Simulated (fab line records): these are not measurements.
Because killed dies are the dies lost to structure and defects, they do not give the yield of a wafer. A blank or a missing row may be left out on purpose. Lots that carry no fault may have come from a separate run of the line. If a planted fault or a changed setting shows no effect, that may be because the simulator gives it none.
What tool caused it? -- flow gf180mcu -- 6 lots with 18 wafers sampled at 2 steps, on a route of 602 steps

## WHAT THE GAUGES READ, wafer by wafer
GF_PSD_RS_MEAS_14: the measuring method here is four-point-probe.
lot,measured,on,NSD_RS (ohm/sq)
L129,day 14 23:32,filmMetro-03,46.14 46.11 46.07
L131,day 15 17:41,filmMetro-01,46.03 46.12 46.17
L133,day 16 22:25,filmMetro-02,46.02 46.07 46.17
L135,day 17 12:38,filmMetro-01,46.10 45.95 45.98
L142,day 20 09:23,filmMetro-02,41.97 41.91 41.78 41.96 41.84 41.75
L145,day 21 05:18,filmMetro-02,46.14 46.06 46.19

## EACH LOT AND THE TOOL THAT RAN IT (in order: tool; ch and the chambers of the sampled wafers; start)
lot,GF_PSD_RTA_13
L129,"rtpAnneal-01 ch 0, day 14 23:28"
L131,"rtpAnneal-02 ch 0, day 15 17:36"
L133,"rtpAnneal-01 ch 0, day 16 22:15"
L135,"rtpAnneal-02 ch 0, day 17 12:32"
L142,"rtpAnneal-01 ch 0, day 20 09:18"
L145,"rtpAnneal-02 ch 0, day 21 05:12"
- GF_PSD_RTA_13: time 20 s.

## THE ANSWER, worked out from the rows above alone
Rule: the usual values come from the lots themselves. Put in order of their means at a reading, lots are off if they are a third of the lots or fewer, leave a main group of 4 or more, and stand apart from it by a gap of 3 or more times the standard deviation of the main group's means; of several such gaps the widest counts. A main group whose means are all the same, to the digits that the tables above print for the reading, isn't used. Also off: a lot with no number at a reading for which 4 or more lots have one. Where the step has rows for the other lots, those lots are counted as sound.
Off: L142, seen at GF_PSD_RS_MEAS_14 (NSD_RS). For the main group the mean is 46.09 ohm/sq and the standard deviation 0.041.
A tool fits if, at a process step before that reading, it ran every lot that is off, and no sound lot after the first of them. Gauges at GF_PSD_RS_MEAS_14: tried the same way as those tools. One fits: rtpAnneal-01 at GF_PSD_RTA_13. A fault onset in the window from L133 (day 16 22:15, its last sound lot) to L142 (day 20 09:18, its first lot off) fits.

## WHAT WAS PUT IN BY THE SIMULATOR
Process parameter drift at GF_PSD_RTA_13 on rtpAnneal-01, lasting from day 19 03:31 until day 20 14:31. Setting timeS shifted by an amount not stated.
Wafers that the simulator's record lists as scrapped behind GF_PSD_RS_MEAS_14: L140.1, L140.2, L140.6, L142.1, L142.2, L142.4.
Struck lots among those shown: L142. The same result came from the rule above.
